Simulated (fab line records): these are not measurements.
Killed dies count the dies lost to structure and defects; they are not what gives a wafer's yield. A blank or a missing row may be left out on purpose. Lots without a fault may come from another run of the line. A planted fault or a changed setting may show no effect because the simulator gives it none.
Split-lot experiment | flow sfq_line | route with 325 steps; 5 lots, 23 wafers read

== THE SPLIT ==
At SFQ_TRILAYER_M1_LITHO_PEB_042 (peb time 60 s), the setting peb_temp_c was moved away from the recipe's 115 C on 8 of the 23 wafers read, by -2.2% to +1.6%. The other wafers ran this setting at the recipe's value.

== FROM THE SPLIT TO THE READING: what the file shows between them, 2 steps ==
- SFQ_TRILAYER_M1_LITHO_DEVELOP_041: time 60 s
- SFQ_TRILAYER_M1_BARC_OPEN_METAL_ETCH_054: etches BARC in O2, target depth 125 nm, time 41.7 s

== THE READING ==
M1.cd_nm (the simulator's own value, which no gauge read), in nm, at SFQ_TRILAYER_M1_ETCH_METAL_ETCH_042 (etches Nb in Cl2/Ar, stops on SiO2, target depth 240 nm, time 120 s). The file does not state a usual value for it. The 15 wafers here that ran the recipe average 500.3 nm, standard deviation 2.1 nm.

wafer  | tool, chamber at the split | peb_temp_c as run, C | against the recipe | M1.cd_nm, nm | against lot-mates on the recipe
L074.1 | litho_track-04, 0          | 115                  | recipe             | 499.8        | -
L074.2 | litho_track-04, 0          | 115                  | recipe             | 500.1        | -
L074.5 | litho_track-04, 0          | 115                  | recipe             | 500.1        | -
L074.3 | litho_track-04, 0          | 115                  | recipe             | 500.3        | -
L074.4 | litho_track-04, 0          | 115                  | recipe             | 497.9        | -
L075.1 | litho_track-01, 0          | 115                  | recipe             | 498.3        | -
L075.2 | litho_track-01, 0          | 115                  | recipe             | 495.5        | -
L075.4 | litho_track-01, 0          | 115                  | recipe             | 498.4        | -
L079.1 | litho_track-01, 0          | 113.3                | -1.5%              | 534          | +31.9
L079.3 | litho_track-01, 0          | 113.3                | -1.5%              | 533.2        | +31.1
L079.4 | litho_track-01, 0          | 115                  | recipe             | 503.4        | -
L079.5 | litho_track-01, 0          | 115                  | recipe             | 500.8        | -
L079.6 | litho_track-01, 0          | 113.3                | -1.5%              | 535.8        | +33.7
L081.2 | litho_track-04, 0          | 116.8                | +1.6%              | 473.7        | -28.6
L081.3 | litho_track-04, 0          | 116.8                | +1.6%              | 470.7        | -31.6
L081.4 | litho_track-04, 0          | 115                  | recipe             | 502.7        | -
L081.5 | litho_track-04, 0          | 115                  | recipe             | 501.9        | -
L081.6 | litho_track-04, 0          | 116.8                | +1.6%              | 473.2        | -29.1
L084.1 | litho_track-02, 0          | 115                  | recipe             | 501.7        | -
L084.2 | litho_track-02, 0          | 115                  | recipe             | 502.3        | -
L084.3 | litho_track-02, 0          | 115                  | recipe             | 501.8        | -
L084.4 | litho_track-02, 0          | 112.5                | -2.2%              | 552.7        | +50.8
L084.5 | litho_track-02, 0          | 112.5                | -2.2%              | 548.5        | +46.6

FIT RESULTS
A straight line over all 23 wafers: M1.cd_nm changes by -21.2 nm for each +1% of peb_temp_c; r = -0.99; the points scatter about the line by 2.9 nm.
The same after taking each lot's own level away (the mean of its wafers on the recipe; 23 wafers): -21 nm for each +1%; r = -1.00; scatter 1.8 nm.
That fit puts the effect of the largest move of peb_temp_c on the reading at 46 nm.
The lots' own levels span 497.40 to 502.30 nm, that is 2.4 times the standard deviation above.
So the lot-to-lot level changes the slope little: the two slopes agree.
Check: with one of the wafers moved furthest among these (-2.2%) left out of the fit, the line predicts +45.3 nm for it against its lot-mates. Against them it came out at +50.8 nm.

== THE WHOLE CHAIN: every reading that the file lists as answering this split, in the file's order ==
step                                     | what it does                                                        | reading                                                   | change (the file's fit)              | r (the file's)
SFQ_TRILAYER_M1_BARC_OPEN_METAL_ETCH_054 | etches BARC in O2, target depth 125 nm, time 41.7 s                 | M1.cd_nm (the simulator's own value, which no gauge read) | -21.5 nm for each +1% of the setting | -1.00
SFQ_TRILAYER_M1_ETCH_METAL_ETCH_042      | etches Nb in Cl2/Ar, stops on SiO2, target depth 240 nm, time 120 s | M1.cd_nm (the simulator's own value, which no gauge read) | -21.4 nm for each +1% of the setting | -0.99

== THE FILE'S OWN FIT ==
M1.cd_nm changes by -21.4 nm for each +1% of peb_temp_c, r = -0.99.
